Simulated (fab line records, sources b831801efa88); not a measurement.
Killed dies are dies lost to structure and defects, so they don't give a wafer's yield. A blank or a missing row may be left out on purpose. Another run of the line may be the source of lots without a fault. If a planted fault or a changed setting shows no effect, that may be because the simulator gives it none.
Chamber matching -- flow sky130 -- SKY_FIELD_ISO_CMP_27 on cmp-02: 3 sister chambers
The step polishes, stops on Si3N4, t overpolish 16 s, target thk 457.8 nm. 14 wafers are shown with their chamber, then 4 later ones without.

## WAFERS PAIRED WITH THEIR CHAMBERS
wafer,chamber,motor-current-A (A),time-to-endpoint-s (s),overpolish-run-s (s)
L140.4,1,11.6,108,16.007
L140.5,3,11.0,108,15.999
L140.6,0,10.1,112,15.985
L141.2,3,11.1,108,15.999
L141.5,0,9.9,117,15.993
L141.6,1,12.0,108,15.999
L144.1,0,10.3,115,15.995
L144.3,3,10.8,110,16.011
L144.5,3,11.5,109,16.001
L151.1,0,10.0,113,15.995
L151.3,3,10.7,110,16.012
L151.6,1,11.7,108,15.993
L152.2,0,10.3,114,16.008
L152.3,1,11.9,105,15.995

SIGNATURES (averages over the wafers above)
reading,chamber 0,chamber 1,chamber 3,scatter within a chamber
motor-current-A,10.120,11.800,11.020,0.237
time-to-endpoint-s,114.20,107.25,109.00,1.52
overpolish-run-s,15.99520,15.99850,16.00440,0.00713
Rule: a wafer's distance from a chamber is the root of the sum, over the readings, of the square of ((its reading less the chamber's mean) divided by the reading's scatter). The wafer belongs to the nearest chamber; if the next one is less than 2 further off, it can't be placed. How the scatter is found: for the shown wafers, subtract from each reading the mean of its chamber, square and add these, divide the total by (wafers less chambers), then take the root.

## WAFERS WITH NO CHAMBER GIVEN
wafer,motor-current-A (A),time-to-endpoint-s (s),overpolish-run-s (s)
L152.6,12.1,104,15.989
L156.2,12.9,100,15.998
L156.3,10.8,111,15.997
L158.4,11.8,105,16.018

## WHICH CHAMBER EACH WENT THROUGH
wafer,from the rows above,in truth
L152.6,1,1
L156.2,1,1
L156.3,can't be placed: 3 or 0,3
L158.4,can't be placed: 1 or 3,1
2 of 4 placed correctly. Unplaceable from these rows: 2, with the true chamber sitting among the candidates in 2. Placed wrongly: 0.
